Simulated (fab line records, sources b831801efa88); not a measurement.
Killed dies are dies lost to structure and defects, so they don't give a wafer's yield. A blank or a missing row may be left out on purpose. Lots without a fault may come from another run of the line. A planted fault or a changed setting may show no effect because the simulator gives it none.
Which tool did it? | flow sky130 | 15 lots, 45 wafers sampled, at 1 step of a route of 708

WHAT THE GAUGES READ, wafer by wafer
SKY_PWDE_TW_MEAS_10. Usual: PWDE_TW 376, standard deviation 4.
lot  | measured    | on            | PWDE_TW     | flag
L674 | day 4 06:01 | film_metro-03 | 375 375 376 |
L675 | day 4 08:00 | film_metro-03 | 377 376 375 |
L676 | day 4 08:55 | film_metro-04 | 382 382 382 |
L677 | day 4 13:40 | film_metro-03 | 376 377 376 |
L678 | day 5 01:13 | film_metro-04 | 380 382 379 |
L679 | day 5 01:36 | film_metro-02 | 368 369 369 |
L682 | day 5 16:12 | film_metro-03 | 376 376 375 |
L689 | day 7 11:19 | film_metro-03 | 376 377 376 |
L690 | day 7 13:46 | film_metro-04 | 379 380 382 |
L691 | day 7 22:28 | film_metro-02 | 368 369 369 |
L693 | day 8 06:40 | film_metro-03 | 378 377 377 |
L694 | day 8 11:46 | film_metro-02 | 369 370 370 |
L695 | day 8 19:14 | film_metro-03 | 377 377 377 |
L696 | day 9 13:32 | film_metro-04 | 377 377 377 |
L697 | day 9 13:52 | film_metro-03 | 378 377 376 |

WHICH TOOL RAN EACH LOT (tool, then ch and the chambers of the sampled wafers, then the start)
The record holds no process step before these readings.

WHAT THE TOOLS THEMSELVES READ (means of the sampled wafers that have a number; where no wafer has one, the mark that the record gives instead)
The record holds no such reading with a usual standard deviation.

THE ANSWER, worked out from the rows above alone
Rule: a lot is off if the mean of its wafers that have a number lies more than 3 standard deviations from the usual mean. A lot without any number at a reading at which 4 lots or more have one is off too. The other lots that the step has rows for count as sound. The gauges are gone through in route order, then the tools' own readings, and for those a lot's mean is taken as printed above. The first step at which some lot is off is used, and at that step the reading that is off furthest; a lot without a number counts as furthest.
No lot is off at any reading shown: from this, nothing can be told.

WHAT THE SIMULATOR HAD PUT IN
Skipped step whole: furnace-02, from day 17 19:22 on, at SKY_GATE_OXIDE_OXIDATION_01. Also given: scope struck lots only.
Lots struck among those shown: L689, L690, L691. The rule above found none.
